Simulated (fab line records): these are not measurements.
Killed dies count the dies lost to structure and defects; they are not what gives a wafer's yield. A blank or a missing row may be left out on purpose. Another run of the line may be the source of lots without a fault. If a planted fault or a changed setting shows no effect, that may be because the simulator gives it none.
Chamber matching / flow sfq_line / SFQ_TRILAYER_I1_CMP_CMP_046 on cmp-02 has 4 sister chambers
The step polishes SiO2. 18 wafers are shown with their chamber, then 9 later ones without.

WAFERS PAIRED WITH THEIR CHAMBERS
wafer=L568.1; chamber=3; edge_zone_pressure_frac=0.998; time_to_endpoint_s (s)=209; motor_current_A (A)=9.6
wafer=L568.5; chamber=2; edge_zone_pressure_frac=1.006; time_to_endpoint_s (s)=219; motor_current_A (A)=9.7
wafer=L568.6; chamber=3; edge_zone_pressure_frac=0.992; time_to_endpoint_s (s)=215; motor_current_A (A)=9.9
wafer=L570.2; chamber=0; edge_zone_pressure_frac=1.001; time_to_endpoint_s (s)=220; motor_current_A (A)=9.2
wafer=L570.1; chamber=2; edge_zone_pressure_frac=1.003; time_to_endpoint_s (s)=203; motor_current_A (A)=9.2
wafer=L570.5; chamber=0; edge_zone_pressure_frac=1.004; time_to_endpoint_s (s)=210; motor_current_A (A)=9.9
wafer=L573.1; chamber=3; edge_zone_pressure_frac=0.997; time_to_endpoint_s (s)=198; motor_current_A (A)=9.9
wafer=L573.2; chamber=2; edge_zone_pressure_frac=1.001; time_to_endpoint_s (s)=197; motor_current_A (A)=9.5
wafer=L573.4; chamber=0; edge_zone_pressure_frac=0.998; time_to_endpoint_s (s)=216; motor_current_A (A)=9.4
wafer=L574.1; chamber=0; edge_zone_pressure_frac=0.999; time_to_endpoint_s (s)=218; motor_current_A (A)=9.5
wafer=L574.3; chamber=1; edge_zone_pressure_frac=1.001; time_to_endpoint_s (s)=221; motor_current_A (A)=9.4
wafer=L574.5; chamber=3; edge_zone_pressure_frac=1.000; time_to_endpoint_s (s)=207; motor_current_A (A)=9.6
wafer=L576.4; chamber=0; edge_zone_pressure_frac=0.997; time_to_endpoint_s (s)=236; motor_current_A (A)=9.9
wafer=L576.5; chamber=1; edge_zone_pressure_frac=0.993; time_to_endpoint_s (s)=231; motor_current_A (A)=10.0
wafer=L576.6; chamber=2; edge_zone_pressure_frac=1.009; time_to_endpoint_s (s)=211; motor_current_A (A)=9.4
wafer=L577.1; chamber=0; edge_zone_pressure_frac=0.998; time_to_endpoint_s (s)=212; motor_current_A (A)=9.9
wafer=L577.2; chamber=2; edge_zone_pressure_frac=1.005; time_to_endpoint_s (s)=207; motor_current_A (A)=9.7
wafer=L577.4; chamber=3; edge_zone_pressure_frac=0.993; time_to_endpoint_s (s)=221; motor_current_A (A)=9.6

SIGNATURES (averages over the wafers above)
reading=edge_zone_pressure_frac; chamber 0=0.99950; chamber 1=0.99700; chamber 2=1.00480; chamber 3=0.99600; scatter within a chamber=0.00325
reading=time_to_endpoint_s; chamber 0=218.67; chamber 1=226.00; chamber 2=207.40; chamber 3=210.00; scatter within a chamber=8.68
reading=motor_current_A; chamber 0=9.633; chamber 1=9.700; chamber 2=9.500; chamber 3=9.720; scatter within a chamber=0.259
Rule: a wafer's distance from a chamber is the root of the sum, over the readings, of the square of ((its reading less the chamber's mean) divided by the reading's scatter). If the next closest chamber is less than 2 further off than the closest, the wafer can't be placed; otherwise it belongs to the closest. The scatter: take each reading less its chamber's mean, square it, sum over the shown wafers, divide by the number of wafers less the number of chambers, and take the root.

WAFERS WITHOUT THEIR CHAMBER
wafer=L586.2; edge_zone_pressure_frac=0.998; time_to_endpoint_s (s)=214; motor_current_A (A)=9.8
wafer=L586.3; edge_zone_pressure_frac=0.998; time_to_endpoint_s (s)=217; motor_current_A (A)=10.1
wafer=L586.5; edge_zone_pressure_frac=0.997; time_to_endpoint_s (s)=220; motor_current_A (A)=9.2
wafer=L588.1; edge_zone_pressure_frac=1.001; time_to_endpoint_s (s)=211; motor_current_A (A)=9.4
wafer=L588.2; edge_zone_pressure_frac=1.009; time_to_endpoint_s (s)=208; motor_current_A (A)=9.4
wafer=L588.6; edge_zone_pressure_frac=1.002; time_to_endpoint_s (s)=214; motor_current_A (A)=9.3
wafer=L589.2; edge_zone_pressure_frac=0.998; time_to_endpoint_s (s)=209; motor_current_A (A)=9.5
wafer=L589.4; edge_zone_pressure_frac=0.995; time_to_endpoint_s (s)=208; motor_current_A (A)=9.5
wafer=L589.6; edge_zone_pressure_frac=1.005; time_to_endpoint_s (s)=212; motor_current_A (A)=9.4

CHAMBER TAKEN BY EACH
wafer=L586.2; from the rows above=can't be placed: 3 or 0 or 1 or 2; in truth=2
wafer=L586.3; from the rows above=can't be placed: 3 or 0 or 1 or 2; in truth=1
wafer=L586.5; from the rows above=can't be placed: 0 or 1 or 3 or 2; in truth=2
wafer=L588.1; from the rows above=can't be placed: 2 or 0 or 3 or 1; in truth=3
wafer=L588.2; from the rows above=can't be placed: 2 or 0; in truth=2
wafer=L588.6; from the rows above=can't be placed: 2 or 0 or 3 or 1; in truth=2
wafer=L589.2; from the rows above=can't be placed: 3 or 0 or 2 or 1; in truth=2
wafer=L589.4; from the rows above=can't be placed: 3 or 0 or 1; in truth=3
wafer=L589.6; from the rows above=can't be placed: 2 or 0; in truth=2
Correct placement for 0 of the 9. From these rows, 9 cannot be placed; in 9 the true chamber is one of the candidates. Placed wrongly: 0.
